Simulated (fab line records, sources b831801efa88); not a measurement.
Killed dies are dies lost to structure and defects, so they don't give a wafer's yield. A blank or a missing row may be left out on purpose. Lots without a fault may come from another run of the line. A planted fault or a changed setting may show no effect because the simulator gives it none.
fab line records | flow sky130
record lots=6 wafers=18 last_day=50
route steps=708 shown VIA1@475 METAL2@483
lots that met no fault: from a run of the same line without faults
start_h: hours from the record's first day to the start of the lot's first wafer shown | wait_h: hours since the lot's step before | " the same as in the row above | L1.1+2: a row that stands for several wafers | - no value, or no start given | * or withheld: withheld | < > ~ a bound
route shown NAME@n: a module of which the file shows steps, and the number in the route of the first | usual: mean/standard deviation of fault-free wafers | same: alike in all rows | chamber/n: place in a boat | sites: the reading at each site | _std_site: their standard deviation | _edge_site: outer sites' mean less inner sites' | radius_mm: how far each site lies from the wafer's centre | mask NAME#n: copy n | behind: the tool/chamber that last shaped the wafer | hold: why the lot was held/for how many hours/how that ended | device: the transistor (n, p or np) that didn't switch | end of line: the same wafers' tests at the end of the route | a step without rows: its recipe alone | killed: dies lost to structure and defects at the first sort, not the wafer's yield | map: a wafer's dies, x killed, . not, _ none there
set.NAME: the setting as run; set.NAME@STEP: as run at that earlier step | model.NAME: the simulator's own value behind a step, which no gauge read
lots at some steps of the route; a table a step, a row a wafer
services: from which hour (start_h, from the record's first day; less than 0 if before it) a tool's chamber was out of use, for how many hours, and why
## steps
# step SKY_VIA1_STRIP_17
# recipe chemistry=post_etch_residue_remover time_s=1200 temp_c=72.5
# step SKY_VIA1_CLEAN_18
# recipe chemistry=IPA time_s=180 temp_c=25
# step SKY_VIA1_CLEAN_19
# recipe chemistry=O3/DIW dry=n2_spin
# step SKY_VIA1_SPUTTER_20
# recipe material=TiN target_thk_nm=20 chamber_pressure_pa=5 power_w=4000 time_s=80
# usual chamber_pressure_pa=5.000/0.01 throttle_valve_pct=29.8/0.69
# columns lot.wafer tool chamber start_h wait_h chamber_pressure_pa throttle_valve_pct
L883.1 pvd_sputter-04 - 828.88 0.0 4.986 30.7
L883.2 " - " " 5.002 28.3
L883.3 " - " " 4.987 29.5
L886.1 pvd_sputter-02 - 864.25 0.0 5.002 30.8
L886.2 " - " " 4.997 29.3
L886.6 " - " " 4.994 29.4
L896.3 pvd_sputter-04 - 920.13 0.0 4.987 30.3
L896.4 " - " " 4.995 28.5
L896.6 " - " " 4.968 30.2
L898.2 pvd_sputter-02 - 936.42 0.0 4.985 30.5
L898.4 " - " " 4.996 29.2
L898.6 " - " " 5.007 29.1
L900.1 pvd_sputter-04 - 947.12 0.0 5.013 30.2
L900.2 " - " " 5.001 29.7
L900.3 " - " " 5.003 28.3
L903.2 pvd_sputter-04 - 967.12 0.0 5.003 30.5
L903.3 " - " " 5.010 29.4
L903.6 " - " " 4.995 29.7
# step SKY_VIA1_CVD_21
# recipe material=W target_thk_nm=270 time_s=80.902 temp_c=400 pressure_torr=40
# step SKY_VIA1_RS_MEAS_22
# recipe thk_meas_gauge=four-point-probe reads=W_of_VIA1_CVD_21+TiN_of_VIA1_SPUTTER_20
# usual VIA1_W_RS=0.427/0.007
# columns lot.wafer tool chamber start_h wait_h VIA1_W_RS[ohm/sq]
L883.1 film_metro-04 - 829.03 0.1 0.426
L883.2 " - " " 0.427
L883.3 " - " " 0.422
L886.1 film_metro-01 - 864.40 0.1 0.427
L886.2 " - " " 0.414
L886.6 " - " " 0.434
L896.3 film_metro-01 - 920.32 0.1 0.414
L896.4 " - " " 0.428
L896.6 " - " " 0.417
L898.2 film_metro-01 - 936.59 0.1 0.432
L898.4 " - " " 0.437
L898.6 " - " " 0.430
L900.1 film_metro-02 - 947.27 0.1 0.434
L900.2 " - " " 0.432
L900.3 " - " " 0.435
L903.2 film_metro-02 - 967.29 0.1 0.434
L903.3 " - " " 0.433
L903.6 " - " " 0.430
# step SKY_VIA1_THK_MEAS_23
# recipe thk_meas_gauge=xrf reads=W_of_VIA1_CVD_21
# usual VIA1_W_THK=273/5.2
# columns lot.wafer tool chamber start_h wait_h VIA1_W_THK[nm]
L883.1 film_metro-04 - 829.15 0.1 275
L883.2 " - " " 276
L883.3 " - " " 279
L886.1 film_metro-01 - 864.52 0.1 274
L886.2 " - " " 282
L886.6 " - " " 270
L896.3 film_metro-01 - 920.42 0.1 282
L896.4 " - " " 272
L896.6 " - " " 279
L898.2 film_metro-01 - 936.70 0.1 271
L898.4 " - " " 268
L898.6 " - " " 270
L900.1 film_metro-02 - 947.39 0.1 263
L900.2 " - " " 268
L900.3 " - " " 266
L903.2 film_metro-02 - 967.40 0.1 264
L903.3 " - " " 267
L903.6 " - " " 271
# step SKY_VIA1_CMP_24
# recipe stop_on=SiO2 t_overpolish_s=15 down_force_psi=3.5 platen_rpm=60 target_thk_nm=0 pad_velocity_m_s=0.94248
# step SKY_METAL2_SPUTTER_00
# recipe material=Ti target_thk_nm=15 power_w=3000 time_s=10 chamber_pressure_pa=0.4
# usual chamber_pressure_pa=0.4000/0.00076 throttle_valve_pct=30.3/0.75
# columns lot.wafer tool chamber start_h wait_h chamber_pressure_pa throttle_valve_pct
L883.1 pvd_sputter-03 - 829.51 0.1 0.4004 30.7
L883.2 " - " " 0.4002 30.8
L883.3 " - " " 0.4010 31.9
L886.1 pvd_sputter-01 - 864.88 0.1 0.3992 30.6
L886.2 " - " " 0.3990 30.9
L886.6 " - " " 0.3992 29.7
L896.3 pvd_sputter-03 - 920.76 0.1 0.4002 30.5
L896.4 " - " " 0.4007 31.9
L896.6 " - " " 0.4001 30.7
L898.2 pvd_sputter-03 - 937.05 0.2 0.3988 30.6
L898.4 " - " " 0.4000 29.7
L898.6 " - " " 0.3998 29.6
L900.1 pvd_sputter-01 - 947.75 0.1 0.4008 30.6
L900.2 " - " " 0.4003 29.3
L900.3 " - " " 0.4001 30.3
L903.2 pvd_sputter-01 - 967.75 0.1 0.4003 31.0
L903.3 " - " " 0.3995 29.5
L903.6 " - " " 0.3991 30.5
# step SKY_METAL2_SPUTTER_01
# recipe material=TiN target_thk_nm=20 power_w=6500 time_s=16.7 chamber_pressure_pa=0.4
# step SKY_METAL2_SPUTTER_02
# recipe material=AlCu target_thk_nm=250 power_w=10600 time_s=13.3 chamber_pressure_pa=0.4
# step SKY_METAL2_SPUTTER_03
# recipe material=Ti target_thk_nm=5 power_w=3000 time_s=3.3 chamber_pressure_pa=0.4
# usual chamber_pressure_pa=0.4001/0.00086 throttle_valve_pct=30.3/0.76
# columns lot.wafer tool chamber start_h wait_h chamber_pressure_pa throttle_valve_pct
L883.1 pvd_sputter-03 - 829.58 0.0 0.4009 30.5
L883.2 " - " " 0.3989 30.7
L883.3 " - " " 0.4006 32.0
L886.1 pvd_sputter-01 - 864.95 0.0 0.3994 30.2
L886.2 " - " " 0.3988 30.9
L886.6 " - " " 0.3992 29.2
L896.3 pvd_sputter-03 - 920.83 0.0 0.3988 30.7
L896.4 " - " " 0.4006 31.9
L896.6 " - " " 0.3987 30.6
L898.2 pvd_sputter-03 - 937.13 0.0 0.4000 30.5
L898.4 " - " " 0.3987 29.8
L898.6 " - " " 0.3985 29.9
L900.1 pvd_sputter-01 - 947.83 0.0 0.4003 30.4
L900.2 " - " " 0.4015 29.5
L900.3 " - " " 0.4007 30.2
L903.2 pvd_sputter-01 - 967.82 0.0 0.3989 31.0
L903.3 " - " " 0.3999 29.7
L903.6 " - " " 0.3996 30.6
# step SKY_METAL2_SPUTTER_04
# recipe material=TiN target_thk_nm=70 power_w=6500 time_s=58.3 chamber_pressure_pa=0.4
# usual chamber_pressure_pa=0.4000/0.00079 throttle_valve_pct=30.3/0.76
# columns lot.wafer tool chamber start_h wait_h chamber_pressure_pa throttle_valve_pct model.TiN_of_METAL2_SPUTTER_04.thk_nm
L883.1 pvd_sputter-03 - 829.60 0.0 0.3996 30.5 70.32
L883.2 " - " " 0.4006 30.4 69.76
L883.3 " - " " 0.4002 31.8 70.34
L886.1 pvd_sputter-01 - 864.97 0.0 0.3996 30.3 69.19
L886.2 " - " " 0.3989 30.7 69.13
L886.6 " - " " 0.3987 29.4 69.4
L896.3 pvd_sputter-03 - 920.85 0.0 0.4005 30.7 78.58
L896.4 " - " " 0.3999 32.2 70.49
L896.6 " - " " 0.4011 30.4 70.02
L898.2 pvd_sputter-03 - 937.14 0.0 0.4009 30.7 77.47
L898.4 " - " " 0.3996 29.6 69.29
L898.6 " - " " 0.3996 29.5 69.81
L900.1 pvd_sputter-01 - 947.85 0.0 0.3987 30.1 70.28
L900.2 " - " " 0.3994 29.4 70.32
L900.3 " - " " 0.4001 30.2 70.18
L903.2 pvd_sputter-01 - 967.84 0.0 0.3997 31.1 71.32
L903.3 " - " " 0.4014 29.6 70.2
L903.6 " - " " 0.3999 30.4 70.91
# step SKY_METAL2_RS_MEAS_05
# recipe thk_meas_gauge=four-point-probe reads=TiN_of_METAL2_SPUTTER_04+Ti_of_METAL2_SPUTTER_03+AlCu_of_METAL2_SPUTTER_02+TiN_of_METAL2_SPUTTER_01+Ti_of_METAL2_SPUTTER_00
# usual METAL2_ALCU_RS=0.1268/0.0012
# columns lot.wafer tool chamber start_h wait_h METAL2_ALCU_RS[ohm/sq]
L883.1 film_metro-03 - 829.65 0.0 0.1261
L883.2 " - " " 0.1264
L883.3 " - " " 0.1273
L886.1 film_metro-03 - 865.02 0.0 0.1267
L886.2 " - " " 0.1279
L886.6 " - " " 0.1260
L896.3 film_metro-03 - 920.94 0.1 0.1262
L896.4 " - " " 0.1272
L896.6 " - " " 0.1261
L898.2 film_metro-03 - 937.21 0.0 0.1237
L898.4 " - " " 0.1257
L898.6 " - " " 0.1246
L900.1 film_metro-01 - 947.89 0.0 0.1259
L900.2 " - " " 0.1270
L900.3 " - " " 0.1261
L903.2 film_metro-01 - 967.91 0.0 0.1279
L903.3 " - " " 0.1270
L903.6 " - " " 0.1287
# step SKY_METAL2_THK_MEAS_06
# recipe thk_meas_gauge=xrf reads=AlCu_of_METAL2_SPUTTER_02
# usual METAL2_ALCU_THK=248.3/2.8
# columns lot.wafer tool chamber start_h wait_h METAL2_ALCU_THK[nm]
L883.1 film_metro-03 - 829.77 0.1 250.9
L883.2 " - " " 249.0
L883.3 " - " " 247.3
L886.1 film_metro-03 - 865.14 0.1 249.8
L886.2 " - " " 247.0
L886.6 " - " " 250.7
L896.3 film_metro-03 - 921.04 0.1 246.0
L896.4 " - " " 248.0
L896.6 " - " " 250.9
L898.2 film_metro-03 - 937.32 0.1 249.8
L898.4 " - " " 250.6
L898.6 " - " " 252.4
L900.1 film_metro-01 - 948.01 0.1 251.9
L900.2 " - " " 248.5
L900.3 " - " " 251.0
L903.2 film_metro-01 - 968.02 0.1 244.8
L903.3 " - " " 251.4
L903.6 " - " " 247.1
# step SKY_METAL2_DEHYDRATE_07
# recipe temp_c=200 time_s=60
# step SKY_METAL2_HMDS_08
# recipe prime_time_s=60 prime_temp_c=120
# step SKY_METAL2_COAT_09
# recipe resist=BARC temp_c=withheld time_s=withheld spin_rpm=3000 resist_thk_nm=60
# step SKY_METAL2_COAT_10
# recipe resist=KrF-thick spin_rpm=3000 resist_thk_nm=450
# step SKY_METAL2_SOFTBAKE_11
# recipe temp_c=100 time_s=90 resist=KrF-thick
# step SKY_METAL2_EXPOSE_12
# recipe mask_id=MM2 na=0.8 source_shape=annular sigma_inner=0.55 sigma_outer=0.85 target_cd_nm=140 dose_mj=28
# step SKY_METAL2_PEB_13
# recipe peb_temp_c=withheld peb_time_s=withheld resist=KrF-thick
# step SKY_METAL2_DEVELOP_14
# recipe develop_time_s=60 resist=KrF-thick dev_temp_c=21
# step SKY_METAL2_CD_MEAS_15
# recipe target_cd_nm=140
# usual cd_nm=139.7/1.4
# columns lot.wafer tool chamber start_h wait_h cd_nm
L883.1 cd_sem-02 - 855.60 - 141.7
L883.2 " - " " 140.9
L883.3 " - " " 140.6
L886.1 cd_sem-01 - 890.83 - 140.2
L886.2 " - " " 139.5
L886.6 " - " " 139.3
L896.3 cd_sem-01 - 945.02 - 142.0
L896.4 " - " " 141.5
L896.6 " - " " 142.0
L898.2 cd_sem-01 - 961.04 - 141.0
L898.4 " - " " 139.9
L898.6 " - " " 139.1
L900.1 cd_sem-02 - 972.42 - 138.6
L900.2 " - " " 138.9
L900.3 " - " " 139.5
L903.2 cd_sem-02 - 991.64 - 140.4
L903.3 " - " " 140.9
L903.6 " - " " 142.7
# step SKY_METAL2_OVL_MEAS_16
# usual METAL2_OVL=0/5
# columns lot.wafer tool chamber start_h wait_h METAL2_OVL[nm]
L883.1 overlay-02 - 855.72 0.1 7
L883.2 " - " " 9
L883.3 " - " " 9
L886.1 overlay-01 - 890.95 0.1 -2
L886.2 " - " " 7
L886.6 " - " " 7
L896.3 overlay-01 - 945.12 0.1 0
L896.4 " - " " -6
L896.6 " - " " -4
L898.2 overlay-01 - 961.14 0.1 0
L898.4 " - " " -6
L898.6 " - " " -2
L900.1 overlay-01 - 972.54 0.1 2
L900.2 " - " " 2
L900.3 " - " " -2
L903.2 overlay-01 - 991.74 0.1 -7
L903.3 " - " " 5
L903.6 " - " " -7
# step SKY_METAL2_DESCUM_17
# recipe chemistry=O2 source_power_w=150 bias_power_w=0 pressure_mtorr=10 temp_c=40 time_s=8
# step SKY_METAL2_ETCH_18
# recipe chemistry=N2/H2 target=BARC ion_energy_ev=200 bias_w=100 pressure_mtorr=30 n2_flow_sccm=100 h2_flow_sccm=200 icp_w=500 stop_on=SiO2 time_s=45.9 target_depth_a=600
# usual drypump_motor_current_A=5.8/0.61 oes_product_au=0.855/0.0049 throttle_valve_pct=13.224/0.0091
# columns lot.wafer tool chamber start_h wait_h drypump_motor_current_A oes_product_au rf_hours_counter_h throttle_valve_pct
L883.1 rie_metal-01 0 855.79 0.0 6.5 0.853 13 13.229
L883.2 " 1 " " 6.2 0.853 1 13.228
L883.3 " 0 " " 6.5 0.851 - 13.225
L886.1 rie_metal-03 0 891.02 0.0 6.4 0.855 2 13.211
L886.2 " 1 " " 5.2 0.863 4 13.215
L886.6 " 1 " " 5.2 0.853 - 13.222
L896.3 rie_metal-02 0 945.19 0.0 4.9 0.856 - 13.244
L896.4 " 1 " " 5.7 0.854 - 13.212
L896.6 " 1 " " 5.7 0.856 - 13.230
L898.2 rie_metal-03 1 961.20 0.0 5.2 0.848 7 13.235
L898.4 " 1 " " 5.2 0.865 - 13.233
L898.6 " 1 " " 5.2 0.855 - 13.236
L900.1 rie_metal-03 0 972.60 0.0 6.4 0.864 6 13.237
L900.2 " 1 " " 5.2 0.855 7 13.227
L900.3 " 1 " " 5.1 0.856 - 13.212
L903.2 rie_metal-02 1 991.80 0.0 5.7 0.857 13 13.232
L903.3 " 0 " " 4.9 0.862 - 13.234
L903.6 " 1 " " 5.8 0.861 - 13.221
# step SKY_METAL2_METAL_ETCH_19
# recipe target_depth_a=3600 stop_on=SiO2 over_etch_frac=0.3 time_s=78 chemistry=Cl2/BCl3 resist_sidewall_deg=88 pressure_mtorr=10 icp_w=900 bias_w=48.5 Cl2_flow_sccm=60 bcl3_flow_sccm=30
# usual drypump_motor_current_A=5.8/0.61 oes_product_au=0.855/0.0053 throttle_valve_pct=22.263/0.0091
# columns lot.wafer tool chamber start_h wait_h drypump_motor_current_A oes_product_au rf_hours_counter_h throttle_valve_pct
L883.1 rie_metal-01 0 855.85 0.0 6.5 0.855 13 22.280
L883.2 " 1 " " 6.2 0.849 1 22.263
L883.3 " 0 " " 6.5 0.858 - 22.265
L886.1 rie_metal-03 0 891.08 0.0 6.4 0.859 2 22.261
L886.2 " 1 " " 5.2 0.856 4 22.256
L886.6 " 1 " " 5.1 0.849 - 22.263
L896.3 rie_metal-02 0 945.27 0.1 4.9 0.846 - 22.259
L896.4 " 1 " " 5.7 0.851 - 22.263
L896.6 " 1 " " 5.7 0.866 - 22.258
L898.2 rie_metal-03 1 961.27 0.0 5.2 0.859 7 22.261
L898.4 " 1 " " 5.1 0.859 - 22.267
L898.6 " 1 " " 5.1 0.860 - 22.265
L900.1 rie_metal-03 0 972.67 0.0 6.3 0.856 6 22.266
L900.2 " 1 " " 5.2 0.843 7 22.266
L900.3 " 1 " " 5.2 0.860 - 22.261
L903.2 rie_metal-02 1 991.87 0.0 5.7 0.847 13 22.264
L903.3 " 0 " " 4.9 0.856 - 22.282
L903.6 " 1 " " 5.7 0.853 - 22.272
# step SKY_METAL2_STRIP_20
# recipe chemistry=O2/N2 power_w=1400 pressure_mtorr=1500 platen_temp_c=withheld o2_flow_sccm=3000 n2_flow_sccm=300 overash_fraction=0.5
# step SKY_METAL2_STRIP_21
# recipe chemistry=post_etch_residue_remover time_s=1200 temp_c=72.5
# columns lot.wafer tool chamber start_h wait_h model.TiN_of_METAL2_SPUTTER_04.thk_nm
L883.1 wet_bench-04 0 856.04 0.1 69.9
L883.2 " 0 " " 69.34
L883.3 " 0 " " 69.92
L886.1 wet_bench-03 0 891.27 0.1 68.77
L886.2 " 0 " " 68.71
L886.6 " 0 " " 68.99
L896.3 wet_bench-03 1 945.43 0.0 78.16
L896.4 " 1 " " 70.07
L896.6 " 1 " " 69.6
L898.2 wet_bench-04 3 961.46 0.1 77.05
L898.4 " 3 " " 68.88
L898.6 " 3 " " 69.39
L900.1 wet_bench-03 3 972.86 0.1 69.86
L900.2 " 3 " " 69.9
L900.3 " 3 " " 69.76
L903.2 wet_bench-02 1 992.06 0.1 70.9
L903.3 " 1 " " 69.78
L903.6 " 1 " " 70.5
# step SKY_METAL2_CLEAN_22
# recipe chemistry=IPA time_s=180 temp_c=25
## services
# columns tool chamber start_h hours kind
rie_metal-03 0 812.65 - clean
rie_metal-03 0 812.65 17.5 scheduled_down
rie_metal-03 0 812.65 17.5 vent_cycle
rie_metal-01 - 823.82 0.6 repair
rie_metal-02 1 827.76 2.6 repair
rie_metal-03 - 830.95 2.8 pm
rie_metal-02 - 844.17 15.6 pm
pvd_sputter-03 - 849.88 1.2 repair
pvd_sputter-01 - 882.13 3.1 repair
wet_bench-03 - 896.30 1.9 pm
pvd_sputter-01 2 900.86 - consumable_replace:kit
pvd_sputter-01 2 900.86 18.0 scheduled_down
pvd_sputter-01 2 900.86 18.0 vent_cycle
pvd_sputter-01 - 924.90 6.3 repair
rie_metal-03 - 930.55 14.6 pm
pvd_sputter-04 - 935.87 3.5 repair
pvd_sputter-03 2 952.56 - consumable_replace:kit
pvd_sputter-03 2 952.56 18.0 scheduled_down
pvd_sputter-03 2 952.56 18.0 vent_cycle
pvd_sputter-04 1 957.31 - consumable_replace:kit
pvd_sputter-04 1 957.31 18.0 scheduled_down
pvd_sputter-04 1 957.31 18.0 vent_cycle
wet_bench-03 - 976.73 8.0 repair
rie_metal-01 - 985.22 1.4 pm
## key
first_sign none at tools or gauges
model_effect step=SKY_METAL2_SPUTTER_04 value=TiN_of_METAL2_SPUTTER_04.thk_nm without=69.57 struck=78.03
model_effect step=SKY_METAL2_STRIP_21 value=TiN_of_METAL2_SPUTTER_04.thk_nm without=69.15 struck=77.61
met_at SKY_METAL2_SPUTTER_04
struck_wafers L896.3,L898.2
onset_between 829.60 920.85
fault kind=process_parameter_drift tool=pvd_sputter-03 chamber=- onset_h=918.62 steps=SKY_METAL2_SPUTTER_04 channel=time_s offset=* shape=step end_h=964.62 scope=struck_wafers_only acts_in=* stated=*
